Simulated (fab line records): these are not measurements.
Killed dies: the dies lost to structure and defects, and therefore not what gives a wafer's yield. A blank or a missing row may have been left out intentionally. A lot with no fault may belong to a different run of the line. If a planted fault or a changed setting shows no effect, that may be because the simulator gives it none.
fab line records | flow gf180mcu
[record] lots = 12 wafers = 36 last-day = 34
route steps=602 shown POLY_GATE@169 HV_LDD@197 SAB@277
lots that met no fault: taken from a fault-free run of the same line
start-h: hours from the record's first day to the start of the lot's first wafer shown | wait-h: hours from the lot's prior step to this one | " identical to the entry in the row above | L1.1+2: a single row standing in for several wafers | - no value, or no start given | * or withheld: withheld | < > ~ a bound
route shown NAME@n: a module of which the file shows steps, and the number in the route of the first | usual: average and standard deviation across the fault-free wafers | same: alike in all rows | chamber/n: place in a boat | sites: the reading at each site | _std_site: standard deviation across them | _edge_site: the outer-site mean with the inner-site mean subtracted | radius-mm: for every site, how far away it sits from the centre of the wafer | mask NAME#n: copy n | behind: the last tool/chamber to shape the wafer | hold: why the lot was held/for how many hours/how that ended | device: the transistor (n, p or np) that didn't switch | end of line: the route-end tests of the same wafers | a step without rows: its recipe alone | killed: count of dies lost to structure and defects at first sort (not the wafer's yield) | map: a wafer's dies, x killed, . not, _ none there
set.NAME: the setting as run; set.NAME@STEP: as run at that earlier step | model.NAME: the simulator's own value behind a step, which no gauge read
the route's steps for a sample of lots (tables are steps, rows are wafers)
services: the hour from which a tool's chamber was out of use, counted from the record's first day as start-h (under 0 if before that day), plus the number of hours and why
[[steps]]
[step GF_POLY_GATE_ETCH_12]
[recipe] chemistry = N2/H2 target-depth-a = withheld overetch-a = withheld time-s = withheld target = BARC ion-energy-ev = 200 source-w = 500 bias-w = 100 pressure-mtorr = 30 n2-flow-sccm = 100 h2-flow-sccm = 200
[usual] drypump-motor-current-A = 6.1/0.4 oes-product-au = 0.735/0.0052 rf-fwd-power-W = 496.0/2.1 throttle-valve-pct = 13.215/0.0086
// columns lot.wafer tool chamber start-h wait-h drypump-motor-current-A oes-product-au rf-fwd-power-W throttle-valve-pct
L261.1 rie-diel-02 0 201.59 0.0 6.1 0.734 495.5 13.229
L261.4 " 3 " " 6.3 0.740 495.7 13.208
L261.6 " 0 " " 6.1 0.730 495.7 13.220
L270.1 rie-diel-04 0 268.27 0.0 6.4 0.747 495.6 13.213
L270.4 " 3 " " 6.2 0.745 497.8 13.215
L270.6 " 2 " " 6.5 0.732 493.9 13.220
L271.2 rie-diel-02 0 275.72 0.0 6.1 0.737 497.6 13.193
L271.5 " 0 " " 6.1 0.735 496.0 13.209
L271.6 " 1 " " 5.5 0.734 497.9 13.209
L272.2 rie-diel-04 1 281.57 0.0 6.5 0.735 497.7 13.210
L272.4 " 0 " " 6.5 0.734 496.0 13.225
L272.6 " 3 " " 6.2 0.730 499.7 13.228
L273.2 rie-diel-04 3 288.28 0.0 6.2 0.736 499.8 13.202
L273.4 " 2 " " 6.5 0.731 493.3 13.221
L273.5 " 2 " " 6.5 0.727 495.6 13.222
L274.1 rie-diel-04 2 294.97 0.0 6.5 0.736 494.0 13.221
L274.3 " 1 " " 6.5 0.725 500.0 13.217
L274.6 " 2 " " 6.5 0.739 494.3 13.213
L275.2 rie-diel-03 3 301.07 0.0 5.4 0.739 498.6 13.209
L275.3 " 2 " " 6.0 0.744 493.7 13.220
L275.5 " 0 " " 6.1 0.730 497.9 13.204
L278.1 rie-diel-02 1 337.38 0.0 5.5 0.734 495.1 13.205
L278.3 " 0 " " 6.1 0.738 495.1 13.215
L278.6 " 1 " " 5.5 0.730 494.7 13.218
L279.1 rie-diel-02 3 346.68 0.0 6.3 0.741 495.4 13.221
L279.2 " 0 " " 6.1 0.737 494.2 13.236
L279.3 " 2 " " 5.2 0.743 494.4 13.225
L280.1 rie-diel-02 2 350.43 0.0 5.2 0.730 494.1 13.225
L280.2 " 0 " " 6.1 0.725 495.1 13.206
L280.3 " 1 " " 5.5 0.731 498.4 13.218
L281.4 rie-diel-04 0 351.71 0.0 6.5 0.740 497.9 13.218
L281.5 " 1 " " 6.5 0.741 497.2 13.219
L281.6 " 2 " " 6.5 0.735 492.9 13.203
L282.1 rie-diel-04 3 358.41 0.0 6.1 0.736 494.8 13.213
L282.5 " 3 " " 6.2 0.744 494.8 13.216
L282.6 " 0 " " 6.4 0.735 498.6 13.221
[step GF_HV_LDD_IMPLANT_21]
[recipe] species = BF2 energy-kev = 25 dose-cm2 = 5e+13 tilt-deg = 7
[usual] beam-on-s = 10.01/0.2 faraday-current-uA = 281/5.7 tilt-deg = 7.007/0.019
// columns lot.wafer tool chamber start-h wait-h beam-on-s faraday-current-uA tilt-deg
L261.1 implanter-02 0 238.77 0.0 9.77 287 7.012
L261.4 " 0 " " 10.41 269 7.027
L261.6 " 0 " " 9.88 286 7.013
L270.1 implanter-04 0 310.40 0.0 7.50 376 7.010
L270.4 " 0 " " 7.95 355 7.025
L270.6 " 0 " " 7.66 370 7.027
L271.2 implanter-04 0 318.59 0.0 7.65 369 7.007
L271.5 " 0 " " 8.07 348 7.033
L271.6 " 0 " " 7.68 366 7.014
L272.2 implanter-02 0 323.84 0.0 10.04 281 7.021
L272.4 " 0 " " 9.94 284 7.011
L272.6 " 0 " " 10.00 282 7.031
L273.2 implanter-03 0 332.07 0.0 9.87 285 7.029
L273.4 " 0 " " 9.86 287 7.023
L273.5 " 0 " " 10.10 279 6.987
L274.1 implanter-03 0 337.82 0.0 9.88 285 6.995
L274.3 " 0 " " 10.04 281 6.998
L274.6 " 0 " " 10.20 276 7.003
L275.2 implanter-03 0 344.29 0.0 10.27 274 7.013
L275.3 " 0 " " 10.39 272 7.036
L275.5 " 0 " " 10.09 280 7.013
L278.1 implanter-04 0 383.97 0.0 9.84 286 7.023
L278.3 " 0 " " 9.83 286 7.001
L278.6 " 0 " " 10.01 280 6.997
L279.1 implanter-04 0 393.16 0.0 10.08 281 6.998
L279.2 " 0 " " 9.92 285 6.966
L279.3 " 0 " " 10.41 270 6.952
L280.1 implanter-04 0 397.67 0.0 9.95 283 6.981
L280.2 " 0 " " 10.06 280 6.996
L280.3 " 0 " " 10.10 280 7.005
L281.4 implanter-02 0 400.89 0.1 10.21 276 7.016
L281.5 " 0 " " 10.05 280 6.991
L281.6 " 0 " " 10.26 275 7.006
L282.1 implanter-04 0 405.71 0.0 9.82 285 7.029
L282.5 " 0 " " 10.39 270 6.994
L282.6 " 0 " " 9.92 285 7.007
[step GF_HV_LDD_TW_MEAS_23]
[usual] HV_LDD_2_TW = 1057/6.3
// columns lot.wafer tool chamber start-h wait-h HV_LDD_2_TW
L261.1 film-metro-01 - 239.02 0.1 1060
L261.4 " - " " 1055
L261.6 " - " " 1058
L270.1 film-metro-04 - 310.65 0.1 988
L270.4 " - " " 984
L270.6 " - " " 993
L271.2 film-metro-02 - 318.83 0.1 983
L271.5 " - " " 974
L271.6 " - " " 977
L272.2 film-metro-01 - 324.08 0.1 1049
L272.4 " - " " 1048
L272.6 " - " " 1055
L273.2 film-metro-02 - 332.31 0.1 1063
L273.4 " - " " 1061
L273.5 " - " " 1063
L274.1 film-metro-01 - 338.07 0.1 1054
L274.3 " - " " 1053
L274.6 " - " " 1053
L275.2 film-metro-04 - 344.53 0.1 1058
L275.3 " - " " 1062
L275.5 " - " " 1064
L278.1 film-metro-02 - 384.22 0.1 1058
L278.3 " - " " 1055
L278.6 " - " " 1058
L279.1 film-metro-01 - 393.41 0.1 1049
L279.2 " - " " 1049
L279.3 " - " " 1051
L280.1 film-metro-02 - 397.92 0.1 1064
L280.2 " - " " 1053
L280.3 " - " " 1054
L281.4 film-metro-01 - 401.09 0.1 1057
L281.5 " - " " 1050
L281.6 " - " " 1044
L282.1 film-metro-01 - 405.96 0.1 1055
L282.5 " - " " 1051
L282.6 " - " " 1055
[step GF_HV_LDD_OVL_MEAS_32]
[usual] HV_LDD_02_OVL = 1.0/1.4
// columns lot.wafer tool chamber start-h wait-h HV_LDD_02_OVL[nm]
L261.1 overlay-02 - 257.38 0.1 -0.8
L261.4 " - " " 0.4
L261.6 " - " " 1.7
L270.1 overlay-02 - 331.73 0.1 -0.6
L270.4 " - " " 1.2
L270.6 " - " " -0.3
L271.2 overlay-02 - 339.24 0.1 -1.7
L271.5 " - " " -0.8
L271.6 " - " " -0.5
L272.2 overlay-02 - 344.67 0.1 1.8
L272.4 " - " " 2.6
L272.6 " - " " 2.0
L273.2 overlay-02 - 353.69 0.1 0.1
L273.4 " - " " 0.6
L273.5 " - " " 1.2
L274.1 overlay-01 - 359.33 0.1 2.5
L274.3 " - " " 1.1
L274.6 " - " " 1.6
L275.2 overlay-01 - 366.44 0.1 0.3
L275.3 " - " " 1.8
L275.5 " - " " 0.7
L278.1 overlay-01 - 408.01 0.1 1.0
L278.3 " - " " 1.5
L278.6 " - " " 2.0
L279.1 overlay-02 - 417.88 0.1 0.4
L279.2 " - " " 1.3
L279.3 " - " " 2.5
L280.1 overlay-02 - 421.46 0.1 -0.8
L280.2 " - " " 0.3
L280.3 " - " " 0.9
L281.4 overlay-01 - 424.35 0.1 -1.7
L281.5 " - " " -0.1
L281.6 " - " " -0.5
L282.1 overlay-01 - 430.01 0.1 -1.8
L282.5 " - " " 2.1
L282.6 " - " " -0.1
[step GF_SAB_STRIP_13]
[recipe] chemistry = O2/N2 power-w = 1400 pressure-mtorr = 1500 platen-temp-c = 250 o2-flow-sccm = 3000 n2-flow-sccm = 300 overash-fraction = 0.5
[usual] drypump-motor-current-A = 5.56/0.29 heater-power-w = 352/26 o2-flow-sccm = 2999/9.3 oes-product-au = 0.709/0.0048 strip-time-to-endpoint-s = 12.61/0.031
// columns lot.wafer tool chamber start-h wait-h drypump-motor-current-A heater-power-w o2-flow-sccm oes-product-au rf-hours-counter-h strip-time-to-endpoint-s
L261.1 plasma-asher-03 0 344.09 0.0 5.85 347 3007 0.714 53 12.60
L261.4 " 1 " " 5.26 320 3004 0.706 - 12.58
L261.6 " 0 " " 5.85 340 2996 0.714 - 12.61
L270.1 plasma-asher-03 0 428.13 0.0 5.84 327 2989 0.706 61 12.60
L270.4 " 0 " " 5.86 337 2997 0.699 - 12.64
L270.6 " 1 " " 5.25 328 2999 0.710 - 12.67
L271.2 plasma-asher-01 0 438.27 0.0 5.87 384 3003 0.707 82 12.60
L271.5 " 1 " " 5.54 367 2983 0.699 - 12.58
L271.6 " 0 " " 5.90 381 3010 0.714 - 12.64
L272.2 plasma-asher-01 0 444.32 0.0 5.86 386 2988 0.707 83 12.63
L272.4 " 1 " " 5.53 371 3016 0.705 - 12.61
L272.6 " 1 " " 5.53 373 3020 0.717 - 12.59
L273.2 plasma-asher-02 0 453.46 0.0 5.60 354 2983 0.711 35 12.61
L273.4 " 1 " " 5.02 313 2992 0.710 - 12.62
L273.5 " 0 " " 5.59 353 3011 0.712 - 12.59
L274.1 plasma-asher-01 1 459.22 0.0 5.53 372 3001 0.707 84 12.58
L274.3 " 1 " " 5.54 375 2979 0.706 - 12.58
L274.6 " 1 " " 5.51 363 2988 0.705 - 12.56
L275.2 plasma-asher-01 0 466.66 0.0 5.88 394 2996 0.701 85 12.64
L275.3 " 1 " " 5.52 371 3004 0.706 - 12.61
L275.5 " 0 " " 5.89 383 2979 0.707 - 12.62
L278.1 plasma-asher-03 1 510.28 0.0 5.27 331 3008 0.709 69 12.64
L278.3 " 1 " " 5.28 322 2995 0.711 - 12.66
L278.6 " 1 " " 5.28 329 3015 0.705 - 12.65
L279.1 plasma-asher-03 0 518.67 0.0 5.85 343 2991 0.715 70 12.64
L279.2 " 1 " " 5.27 319 2998 0.708 70 12.63
L279.3 " 1 " " 5.26 327 3010 0.712 - 12.66
L280.1 plasma-asher-01 0 521.66 0.0 5.88 401 2998 0.707 91 12.59
L280.2 " 1 " " 5.52 381 2991 0.706 91 12.58
L280.3 " 0 " " 5.89 391 2997 0.714 - 12.60
L281.4 plasma-asher-02 0 526.57 0.0 5.60 356 3001 0.705 - 12.62
L281.5 " 0 " " 5.59 352 2986 0.715 - 12.63
L281.6 " 1 " " 5.01 311 2990 0.713 - 12.61
L282.1 plasma-asher-03 0 530.07 0.0 5.85 339 2995 0.702 71 12.63
L282.5 " 0 " " 5.83 337 2986 0.704 - 12.57
L282.6 " 1 " " 5.28 325 3008 0.704 - 12.63
[[services]]
// columns tool chamber start-h hours kind
plasma-asher-01 - 178.80 1.2 repair
implanter-03 - 179.12 1.1 repair
implanter-02 - 183.71 3.6 repair
rie-diel-02 - 194.37 1.7 repair
rie-diel-02 0 239.86 4.9 repair
rie-diel-02 - 247.55 14.6 pm
rie-diel-04 0 257.59 3.6 repair
plasma-asher-01 - 272.98 14.6 pm
plasma-asher-01 - 298.20 8.0 repair
plasma-asher-03 - 301.41 13.2 pm
rie-diel-02 - 312.78 2.8 pm
rie-diel-02 - 317.93 0.2 repair
rie-diel-02 - 361.34 2.5 repair
rie-diel-04 - 371.28 2.8 pm
plasma-asher-03 - 374.55 14.6 pm
implanter-04 - 426.54 4.0 repair
plasma-asher-03 - 445.50 1.4 repair
implanter-04 - 450.64 5.8 repair
rie-diel-02 3 468.43 7.2 repair
implanter-04 - 477.48 3.4 pm
rie-diel-02 3 482.49 9.6 repair
implanter-04 - 487.35 1.5 repair
rie-diel-02 1 493.73 11.9 repair
plasma-asher-03 - 509.75 0.5 repair
[[key]]
[first-sign] step = GF_HV_LDD_IMPLANT_21 reading = faraday-current-uA direction = up sigmas = 15 usual = 281 struck = 364
[effect] step = GF_HV_LDD_IMPLANT_21 reading = beam-on-s direction = down sigmas = 11 usual = 10.01 struck = 7.75
[effect] step = GF_HV_LDD_TW_MEAS_23 reading = HV_LDD_2_TW direction = down sigmas = 12 usual = 1057 struck = 983
met-at GF_HV_LDD_IMPLANT_21
struck-lots L270,L271
tester-left-out L270,L271
not-acting-at GF_POLY_GATE_ETCH_12,GF_HV_LDD_OVL_MEAS_32,GF_SAB_STRIP_13
[fault] kind = process-parameter-drift tool = implanter-04 chamber = - onset-h = 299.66 steps = GF_HV_LDD_IMPLANT_21 channel = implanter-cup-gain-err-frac offset = 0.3 shape = step end-h = 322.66
// tester-left-out: of these lots the tester's yield and bins aren't shown, on N5 and GAA mostly nor the transistor test; their killed dies are dies lost to structure and defects alone, not to doping, threshold or leakage, so they don't give the yield
